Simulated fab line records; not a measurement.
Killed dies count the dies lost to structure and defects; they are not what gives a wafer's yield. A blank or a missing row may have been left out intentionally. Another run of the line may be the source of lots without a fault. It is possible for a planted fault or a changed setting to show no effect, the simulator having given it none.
fab line records	flow sky130
record lots=7	wafers=21	lastDay=50
route steps=708 shown SONOS_TUNNEL@156 SONOS_ONO@168 PAD_OPEN@708
lots with no fault: from the same line, run without faults
startH: hours from the record's first day to the start of the lot's first wafer shown	waitH: hours elapsed since this lot's preceding step	" unchanged from the row above	L1.1+2: a row that stands for several wafers	- no value present, or no start provided	* or withheld: withheld	< > ~ a bound
route shown NAME@n: a module of which the file shows steps, and the number in the route of the first	usual: the fault-free wafers' mean and standard deviation	same: alike in all rows	chamber/n: place in a boat	sites: each site's reading	_std_site: standard deviation across them	_edge_site: the outer-site mean with the inner-site mean subtracted	radiusMm: for every site, how far away it sits from the centre of the wafer	mask NAME#n: copy n	behind: the most recent tool/chamber to have shaped the wafer	hold: reason for holding the lot/hours on hold/outcome of the hold	device: transistor that didn't switch, given as n, p or np	end of line: the tests these same wafers got at the end of their route	a step given without rows: its recipe and nothing more	killed: dies that structure and defects cost at the first sort, which is not the same as the wafer's yield	map: a wafer's dies, marking killed ones x, the rest . and places with no die _
set.NAME: setting as actually run; set.NAME@STEP: the setting as run at that earlier step	model.NAME: the simulator's own value behind a step, which no gauge read
lots seen at some steps along the route; tables by step, rows by wafer
services: the hour from which a tool's chamber was out of use, counted from the record's first day as startH (under 0 if before that day), plus the number of hours and why
## steps
# step SKY_SONOS_TUNNEL_COAT_02
# recipe resist=NOVOLAK	spinRpm=3000	resistThkNm=1140
# step SKY_SONOS_TUNNEL_SOFTBAKE_03
# recipe tempC=90	timeS=60	resist=NOVOLAK
# step SKY_SONOS_TUNNEL_EXPOSE_04
# recipe maskId=TUNM	na=0.6	sourceShape=conventional	sigmaOuter=0.6	polarization=unpolarized	targetCdNm=410	doseMj=136
# step SKY_SONOS_TUNNEL_PEB_05
# recipe tempC=withheld	timeS=*	resist=NOVOLAK
# step SKY_SONOS_TUNNEL_DEVELOP_06
# recipe resist=NOVOLAK	developer=TMAH	developTimeS=60	devTempC=23
# step SKY_SONOS_TUNNEL_CD_MEAS_07
# recipe targetCdNm=410
# usual cdNm=410.2/2.3
lot.wafer	tool	chamber	startH	waitH	cdNm
L678.2	cdSem-01	-	284.89	0.1	410.2
L678.4	"	-	"	"	408.5
L678.6	"	-	"	"	410.6
L681.1	cdSem-02	-	305.15	0.1	407.5
L681.2	"	-	"	"	410.4
L681.5	"	-	"	"	405.8
L682.3	cdSem-02	-	317.69	0.1	414.4
L682.4	"	-	"	"	414.7
L682.6	"	-	"	"	414.0
L683.1	cdSem-01	-	331.97	0.1	410.1
L683.2	"	-	"	"	410.6
L683.5	"	-	"	"	410.8
L694.1	cdSem-01	-	414.85	0.1	410.9
L694.4	"	-	"	"	408.3
L694.5	"	-	"	"	408.3
L695.1	cdSem-02	-	431.62	0.1	409.5
L695.2	"	-	"	"	409.0
L695.6	"	-	"	"	411.8
L696.3	cdSem-02	-	433.30	0.1	411.7
L696.4	"	-	"	"	410.9
L696.6	"	-	"	"	411.4
# step SKY_SONOS_TUNNEL_OVL_MEAS_08
# usual SONOS_TUNNEL_OVL=0.5/1.1
lot.wafer	tool	chamber	startH	waitH	SONOS_TUNNEL_OVL[nm]
L678.2	overlay-02	-	284.99	0.1	-0.2
L678.4	"	-	"	"	0.3
L678.6	"	-	"	"	-1.4
L681.1	overlay-02	-	305.27	0.1	-1.1
L681.2	"	-	"	"	-1.4
L681.5	"	-	"	"	0.8
L682.3	overlay-01	-	317.78	0.1	-0.7
L682.4	"	-	"	"	0.7
L682.6	"	-	"	"	-0.7
L683.1	overlay-02	-	332.09	0.1	0.6
L683.2	"	-	"	"	0.3
L683.5	"	-	"	"	1.4
L694.1	overlay-01	-	414.97	0.1	1.8
L694.4	"	-	"	"	2.6
L694.5	"	-	"	"	0.4
L695.1	overlay-02	-	431.74	0.1	-1.0
L695.2	"	-	"	"	0.1
L695.6	"	-	"	"	0.9
L696.3	overlay-02	-	433.39	0.1	0.0
L696.4	"	-	"	"	0.6
L696.6	"	-	"	"	0.9
# step SKY_SONOS_TUNNEL_IMPLANT_09
# recipe species=B	energyKev=20	doseCm2=1e+12	tiltDeg=withheld
# step SKY_SONOS_TUNNEL_WET_ETCH_10
# recipe chemistry=dHF	targetDepthNm=14	target=SiO2	dilution=100:1	tempC=25	timeS=280
# step SKY_SONOS_TUNNEL_STRIP_11
# recipe chemistry=SPM	timeS=600	tempC=130
# step SKY_SONOS_TUNNEL_TW_MEAS_12
# usual SONOS_TUNNEL_TW=199/3
lot.wafer	tool	chamber	startH	waitH	SONOS_TUNNEL_TW
L678.2	filmMetro-04	-	285.44	0.0	202
L678.4	"	-	"	"	202
L678.6	"	-	"	"	202
L681.1	filmMetro-01	-	305.72	0.0	195
L681.2	"	-	"	"	194
L681.5	"	-	"	"	194
L682.3	filmMetro-04	-	318.32	0.0	202
L682.4	"	-	"	"	201
L682.6	"	-	"	"	200
L683.1	filmMetro-01	-	332.53	0.0	194
L683.2	"	-	"	"	195
L683.5	"	-	"	"	194
L694.1	filmMetro-01	-	415.42	0.0	195
L694.4	"	-	"	"	195
L694.5	"	-	"	"	194
L695.1	filmMetro-01	-	432.18	0.0	195
L695.2	"	-	"	"	195
L695.6	"	-	"	"	195
L696.3	filmMetro-04	-	433.85	0.0	202
L696.4	"	-	"	"	202
L696.6	"	-	"	"	202
# step SKY_SONOS_TUNNEL_CLEAN_13
# recipe chemistry=dHF	timeS=20	dilution=100:1	dry=ipaMarangoni
# step SKY_SONOS_ONO_OXIDATION_00
# recipe tempC=800	ambient=O2	idleTempC=700	rampUpCPerMin=10	rampDownCPerMin=3	stabiliseS=600	purgeS=300	targetThkA=26	oxTimeS=1249
# usual rampUpCPerMin=9.9999/0.0017	spikeTcCentreC=801.5/1.8	spikeTcLowerC=800.9/1.1	spikeTcUpperC=800.2/1.1	tubeCenterTempC=800/0.079	tube_center_temp_C_max=802.0/0.33	zonePowerBottomPct=21.7/1.6	zonePowerUpperPct=14.6/1.4
# same purgeS=300
lot.wafer	tool	chamber	startH	waitH	rampUpCPerMin	spikeTcCentreC	spikeTcLowerC	spikeTcUpperC	tubeCenterTempC	tube_center_temp_C_max	zonePowerBottomPct	zonePowerUpperPct	model.SiO2_of_SONOS_ONO_OXIDATION_00.thkNm
L678.2	furnace-01	0	286.44	0.9	9.9971	800.2	801.6	799.7	800.07	802.2	19.5	16.6	2.562
L678.4	"	0	"	"	10.0000	800.1	802.6	801.0	799.92	801.6	19.4	16.4	2.54
L678.6	"	0	"	"	9.9989	797.9	803.3	800.6	799.92	801.7	19.3	16.5	2.548
L681.1	furnace-01	0	307.56	1.8	10.002	798.6	803.0	801.0	799.94	801.9	19.4	16.7	2.449
L681.2	"	0	"	"	9.9996	798.8	801.5	799.9	800.02	802.0	19.4	16.4	2.478
L681.5	"	0	"	"	9.9999	798.0	801.4	800.2	799.89	801.7	19.3	16.5	2.458
L682.3	furnace-01	0	318.47	0.1	10.000	798.2	800.9	801.8	800.08	802.5	19.3	16.4	2.577
L682.4	"	0	"	"	10.002	799.4	802.9	801.0	800.04	802.2	19.7	16.4	2.564
L682.6	"	0	"	"	9.9970	799.2	800.9	799.7	799.9	801.9	19.5	16.4	2.572
L683.1	furnace-02	0	334.41	1.8	9.9987	801.1	799.6	800.7	800.06	802.0	23.2	13.4	2.651
L683.2	"	0	"	"	9.9993	803.7	801.0	798.7	799.9	801.8	23.1	13.6	2.655
L683.5	"	0	"	"	10.001	802.6	800.7	802.2	799.93	801.9	22.8	13.6	2.656
L694.1	furnace-02	0	418.37	2.9	9.9990	810.6	807.7	809.0	807.77	810.0	23.3	13.9	2.829
L694.4	"	0	"	"	9.9990	811.6	806.1	806.3	807.75	809.5	23.2	13.8	2.841
L694.5	"	0	"	"	9.9988	812.1	808.4	807.9	807.66	809.9	23.2	13.8	2.855
L695.1	furnace-02	0	436.22	4.0	9.9975	809.1	808.2	807.6	807.69	810.0	23.3	13.8	2.803
L695.2	"	0	"	"	10.001	808.8	809.7	807.2	807.84	810.6	23.2	13.9	2.869
L695.6	"	0	"	"	10.001	810.8	807.7	807.9	807.85	809.8	23.2	14.0	2.839
L696.3	furnace-02	0	436.22	2.3	10.000	809.2	807.5	807.6	807.69	809.3	23.2	13.9	2.854
L696.4	"	0	"	"	9.9980	810.5	807.0	807.6	807.53	809.7	23.5	14.1	2.821
L696.6	"	0	"	"	10.001	810.5	810.9	807.7	807.83	809.7	23.8	13.7	2.871
# step SKY_SONOS_ONO_THK_MEAS_01
# recipe reads=SiO2_of_SONOS_ONO_OXIDATION_00
# usual SONOS_ONO_OXIDATION_THK=2.57/0.056
lot.wafer	tool	chamber	startH	waitH	hold	SONOS_ONO_OXIDATION_THK[nm]
L678.2	filmMetro-03	-	287.79	0.0	-	2.57
L678.4	"	-	"	"	-	2.58
L678.6	"	-	"	"	-	2.58
L681.1	filmMetro-01	-	308.91	0.0	-	2.43
L681.2	"	-	"	"	-	2.51
L681.5	"	-	"	"	-	2.47
L682.3	filmMetro-02	-	319.83	0.0	-	2.55
L682.4	"	-	"	"	-	2.60
L682.6	"	-	"	"	-	2.59
L683.1	filmMetro-02	-	335.76	0.0	-	2.70
L683.2	"	-	"	"	-	2.70
L683.5	"	-	"	"	-	2.66
L694.1	filmMetro-02	-	419.72	0.0	awaitDispo/0.2h/release	2.85
L694.4	"	-	"	"	awaitDispo/0.2h/release	2.80
L694.5	"	-	"	"	awaitDispo/0.2h/release	2.83
L694.1	filmMetro-02	-	420.12	0.4	-	2.85
L694.4	"	-	"	"	-	2.88
L694.5	"	-	"	"	-	2.86
L695.1	filmMetro-02	-	437.57	0.0	awaitDispo/0.2h/release	2.80
L695.2	"	-	"	"	awaitDispo/0.2h/release	2.90
L695.6	"	-	"	"	awaitDispo/0.2h/release	2.85
L695.1	filmMetro-02	-	437.79	0.2	-	2.81
L695.2	"	-	"	"	-	2.89
L695.6	"	-	"	"	-	2.83
L696.3	filmMetro-03	-	437.59	0.0	awaitDispo/0.2h/release	2.84
L696.4	"	-	"	"	awaitDispo/0.2h/release	2.89
L696.6	"	-	"	"	awaitDispo/0.2h/release	2.87
L696.3	filmMetro-03	-	437.81	0.2	-	2.83
L696.4	"	-	"	"	-	2.86
L696.6	"	-	"	"	-	2.88
# step SKY_PAD_OPEN_PROBE_99
# usual killed_at_M0_to_M3=45/7.5	killed_at_M4_up=2.8/1.9	killedAtContacts=25/5.5	killedAtFrontEnd=14/4	killedAtOther=0.3/0.75	killedDies=87/9.4	killedOpen=47/6.6	killedShort=39/6.6
# same grossDies=492	killedAtBackSide=0
lot.wafer	tool	chamber	startH	waitH	killed_at_M0_to_M3	killed_at_M4_up	killedAtContacts	killedAtFrontEnd	killedAtOther	killedDies	killedOpen	killedShort	model.etest.sonosErased.driveUaUm	model.etest.capOno.gateLog10ACm2	model.etest.capOno.toxAccNm	model.etest.sonosErased.vtV	model.etest.sonosBaked.vtLessV	model.etest.sonosProgrammed.vtV
L678.2	prober-02	-	1110.11	0.1	36	4	24	17	0	81	48	33	182.5	-7.89	12.88	-2.265	-0.5175	1.485
L678.4	prober-02	-	1110.21	0.2	35	1	28	13	0	77	38	39	170.2	-7.88	12.85	-2.284	-0.5734	1.478
L678.6	prober-02	-	1110.31	0.2	36	6	23	20	0	85	42	43	190.3	-8.123	13	-2.221	-0.5278	1.376
L681.1	prober-01	-	1122.16	0.1	38	2	29	18	0	87	43	43	207	-7.766	12.71	-2.38	-0.4838	1.405
L681.2	prober-01	-	1122.21	0.1	33	2	10	16	0	61	36	25	166.7	-7.856	12.81	-2.293	-0.5156	1.453
L681.5	prober-01	-	1122.36	0.2	49	1	28	13	0	91	46	45	207.4	-7.807	12.79	-2.36	-0.5254	1.491
L682.3	prober-02	-	1133.53	0.2	44	6	25	15	0	90	47	43	200.8	-8.054	12.99	-2.266	-0.4887	1.409
L682.4	prober-02	-	1133.58	0.2	47	3	23	19	1	93	48	45	184	-7.854	12.83	-2.274	-0.4601	1.455
L682.6	prober-02	-	1133.68	0.2	43	1	23	15	0	82	48	34	177.1	-7.994	12.97	-2.234	-0.5199	1.435
L683.1	prober-02	-	1139.63	0.1	41	4	18	13	0	76	45	31	195.6	-7.908	12.86	-2.274	-0.5238	1.477
L683.2	prober-02	-	1139.68	0.1	38	5	21	19	0	83	48	35	195.2	-7.813	12.76	-2.287	-0.5272	1.568
L683.5	prober-02	-	1139.83	0.2	34	2	24	22	0	82	46	36	206	-7.907	12.93	-2.238	-0.4666	1.459
L694.1	prober-02	-	1196.17	0.1	46	2	29	16	0	93	41	52	165.5	-7.875	12.85	-2.132	-0.482	1.505
L694.4	prober-02	-	1196.32	0.2	48	0	28	12	0	88	57	31	160	-8.072	12.91	-2.106	-0.4198	1.457
L694.5	prober-02	-	1196.37	0.2	43	4	31	12	1	91	46	45	164.6	-7.854	12.83	-2.148	-0.4726	1.517
L695.1	prober-01	-	1202.71	0.1	42	2	35	11	0	90	47	43	164.1	-8.074	13.01	-2.094	-0.4363	1.44
L695.2	prober-01	-	1202.76	0.1	41	0	25	14	0	80	42	38	163.3	-8.066	13.01	-2.075	-0.3774	1.421
L695.6	prober-01	-	1202.96	0.2	38	3	28	9	2	80	40	40	162.1	-8.225	13.14	-2.027	-0.4556	1.39
L696.3	prober-02	-	1206.10	0.2	50	1	28	14	2	95	55	40	138.7	-8.466	13.25	-1.928	-0.4105	1.306
L696.4	prober-02	-	1206.15	0.2	44	1	37	9	0	91	58	32	147	-8.418	13.24	-1.976	-0.3611	1.255
L696.6	prober-02	-	1206.25	0.2	52	3	24	15	0	94	48	46	162.6	-8.446	13.3	-1.938	-0.4207	1.278
# killed by level:class
L678.2 VIA1:geometricParticle:open=9 LI_CONTACT:geometricParticle:open=7 FIELD_ISO:geometricParticle:open=6 CONTACT:geometricParticle:open=6 VIA2:geometricParticle:open=6 METAL1:geometricParticle:short=5 VIA3:geometricParticle:open=5 CONTACT:geometricParticle:short=4
L678.4 CONTACT:geometricParticle:open=11 METAL2:geometricParticle:short=7 LI_CONTACT:geometricParticle:open=6 LI_CONTACT:geometricParticle:short=5 VIA1:geometricParticle:open=5 METAL3:geometricParticle:short=4 POLY_GATE:geometricParticle:short=4 METAL1:geometricParticle:short=4
L678.6 CONTACT:geometricParticle:open=11 VIA1:geometricParticle:open=7 CONTACT:geometricParticle:short=6 VIA1:geometricParticle:short=6 VIA3:geometricParticle:open=6 METAL4:geometricParticle:short=6 FIELD_ISO:geometricParticle:short=5 FIELD_ISO:geometricParticle:open=5
L681.1 CONTACT:geometricParticle:open=10 METAL1:geometricParticle:short=8 LI_CONTACT:geometricParticle:open=7 CONTACT:geometricParticle:short=6 VIA1:geometricParticle:open=6 FIELD_ISO:geometricParticle:short=4 FIELD_ISO:geometricParticle:open=4 POLY_GATE:geometricParticle:open=4
L681.2 VIA1:geometricParticle:open=9 FIELD_ISO:geometricParticle:short=6 FIELD_ISO:geometricParticle:open=5 LI_CONTACT:geometricParticle:open=5 VIA2:geometricParticle:short=5 VIA2:geometricParticle:open=5 CONTACT:geometricParticle:open=3 METAL3:geometricParticle:short=3
L681.5 VIA1:geometricParticle:open=11 CONTACT:geometricParticle:open=10 METAL2:geometricParticle:short=7 VIA2:geometricParticle:open=7 METAL1:geometricParticle:short=7 CONTACT:geometricParticle:short=6 VIA3:geometricParticle:open=5 LI_CONTACT:geometricParticle:short=4
L682.3 VIA1:geometricParticle:open=13 CONTACT:geometricParticle:open=10 VIA3:geometricParticle:open=9 CONTACT:geometricParticle:short=6 LOCAL_INTERCONNECT:geometricParticle:short=5 METAL2:geometricParticle:short=5 METAL1:geometricParticle:short=4 VIA1:geometricParticle:short=4
L682.4 VIA1:geometricParticle:open=10 LI_CONTACT:geometricParticle:open=9 METAL1:geometricParticle:short=9 POLY_GATE:geometricParticle:short=7 CONTACT:geometricParticle:open=6 VIA3:geometricParticle:open=6 METAL2:geometricParticle:short=6 VIA2:geometricParticle:open=5
L682.6 VIA1:geometricParticle:open=10 CONTACT:geometricParticle:open=8 LI_CONTACT:geometricParticle:open=7 VIA2:geometricParticle:open=7 METAL2:geometricParticle:short=7 VIA1:geometricParticle:short=6 POLY_GATE:geometricParticle:open=5 FIELD_ISO:geometricParticle:open=4
L683.1 VIA1:geometricParticle:open=11 CONTACT:geometricParticle:open=7 LI_CONTACT:geometricParticle:open=6 VIA1:geometricParticle:short=6 VIA3:geometricParticle:open=6 FIELD_ISO:geometricParticle:open=4 VIA2:geometricParticle:short=4 FIELD_ISO:geometricParticle:short=3
L683.2 VIA3:geometricParticle:open=12 VIA1:geometricParticle:open=8 CONTACT:geometricParticle:open=7 LI_CONTACT:geometricParticle:open=6 FIELD_ISO:geometricParticle:short=5 CONTACT:geometricParticle:short=5 FIELD_ISO:geometricParticle:open=4 METAL1:geometricParticle:short=4
L683.5 CONTACT:geometricParticle:open=12 VIA1:geometricParticle:open=8 FIELD_ISO:geometricParticle:open=7 POLY_GATE:geometricParticle:short=6 VIA2:geometricParticle:open=6 METAL1:geometricParticle:short=5 POLY_GATE:geometricParticle:open=4 LOCAL_INTERCONNECT:geometricParticle:short=4
L694.1 CONTACT:geometricParticle:open=13 METAL2:geometricParticle:short=9 VIA1:geometricParticle:open=7 VIA2:geometricParticle:short=7 CONTACT:geometricParticle:short=6 POLY_GATE:geometricParticle:short=5 VIA3:geometricParticle:open=5 POLY_GATE:geometricParticle:open=4
L694.4 CONTACT:geometricParticle:open=15 VIA1:geometricParticle:open=11 VIA3:geometricParticle:open=10 METAL1:geometricParticle:short=8 LI_CONTACT:geometricParticle:open=6 VIA2:geometricParticle:open=6 VIA1:geometricParticle:short=4 POLY_GATE:geometricParticle:open=3
L694.5 CONTACT:geometricParticle:open=12 VIA1:geometricParticle:open=8 VIA3:geometricParticle:open=8 LI_CONTACT:geometricParticle:open=7 VIA1:geometricParticle:short=7 LOCAL_INTERCONNECT:geometricParticle:short=5 VIA2:geometricParticle:short=5 POLY_GATE:geometricParticle:short=4
L695.1 CONTACT:geometricParticle:open=12 METAL2:geometricParticle:short=8 VIA1:geometricParticle:open=8 LI_CONTACT:geometricParticle:open=7 POLY_GATE:geometricParticle:open=6 LI_CONTACT:geometricParticle:short=6 LOCAL_INTERCONNECT:geometricParticle:short=6 VIA2:geometricParticle:open=6
L695.2 CONTACT:geometricParticle:open=12 VIA3:geometricParticle:open=6 METAL1:geometricParticle:short=6 METAL2:geometricParticle:short=6 POLY_GATE:geometricParticle:open=5 POLY_GATE:geometricParticle:short=5 LI_CONTACT:geometricParticle:short=5 VIA1:geometricParticle:open=5
L695.6 METAL2:geometricParticle:short=10 CONTACT:geometricParticle:open=8 CONTACT:geometricParticle:short=7 LI_CONTACT:geometricParticle:short=6 LI_CONTACT:geometricParticle:open=6 VIA2:geometricParticle:open=6 VIA3:geometricParticle:open=4 VIA1:geometricParticle:open=4
L696.3 VIA1:geometricParticle:open=11 LI_CONTACT:geometricParticle:open=9 METAL2:geometricParticle:short=8 CONTACT:geometricParticle:open=7 VIA1:geometricParticle:short=7 FIELD_ISO:geometricParticle:open=6 CONTACT:geometricParticle:short=6 VIA3:geometricParticle:open=6
L696.4 VIA1:geometricParticle:open=15 CONTACT:geometricParticle:open=14 LI_CONTACT:geometricParticle:open=9 VIA3:geometricParticle:open=6 LOCAL_INTERCONNECT:geometricParticle:short=6 CONTACT:geometricParticle:short=4 VIA2:geometricParticle:open=4 FIELD_ISO:geometricParticle:short=3
L696.6 VIA1:geometricParticle:open=11 METAL1:geometricParticle:short=9 LOCAL_INTERCONNECT:geometricParticle:short=8 VIA2:geometricParticle:open=7 POLY_GATE:geometricParticle:open=5 LI_CONTACT:geometricParticle:open=5 METAL2:geometricParticle:short=5 CONTACT:geometricParticle:open=4
## services
tool	chamber	startH	hours	kind
furnace-01	-	266.79	3.0	pm
furnace-02	-	375.52	3.0	pm
furnace-01	-	409.29	3.5	pm
## key
firstSign step=SKY_SONOS_ONO_OXIDATION_00	reading=tubeCenterTempC	direction=up	sigmas=97	usual=*	struck=*
effect step=SKY_SONOS_ONO_OXIDATION_00	reading=tube_center_temp_C_max	direction=up	sigmas=24	usual=*	struck=*
effect step=SKY_SONOS_ONO_THK_MEAS_01	reading=visit	direction=added
effect step=SKY_SONOS_ONO_THK_MEAS_01	reading=SONOS_ONO_OXIDATION_THK	direction=up	sigmas=5	usual=2.57	struck=2.85
modelEffect step=SKY_SONOS_ONO_OXIDATION_00	value=SiO2_of_SONOS_ONO_OXIDATION_00.thkNm	without=2.542	struck=2.842
modelEffect step=SKY_PAD_OPEN_PROBE_99	value=etest.sonosErased.driveUaUm	without=186.5	struck=158.6
metAt SKY_SONOS_ONO_OXIDATION_00
struckWafers L694.1,L694.4,L694.5,L695.1,L695.2,L695.6,L696.3,L696.4,L696.6
testerLeftOut L694,L695,L696
onsetBetween 334.41 418.37
fault kind=processParameterDrift	tool=furnace-02	chamber=-	onsetH=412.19	steps=SKY_SONOS_ONO_OXIDATION_00	channel=tempC	offset=*	shape=step	endH=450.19	actsIn=*	stated=*
# testerLeftOut: of these lots the tester's yield and bins aren't shown, on N5 and GAA mostly nor the transistor test; their killed dies are dies lost to structure and defects alone, not to doping, threshold or leakage, so they don't give the yield
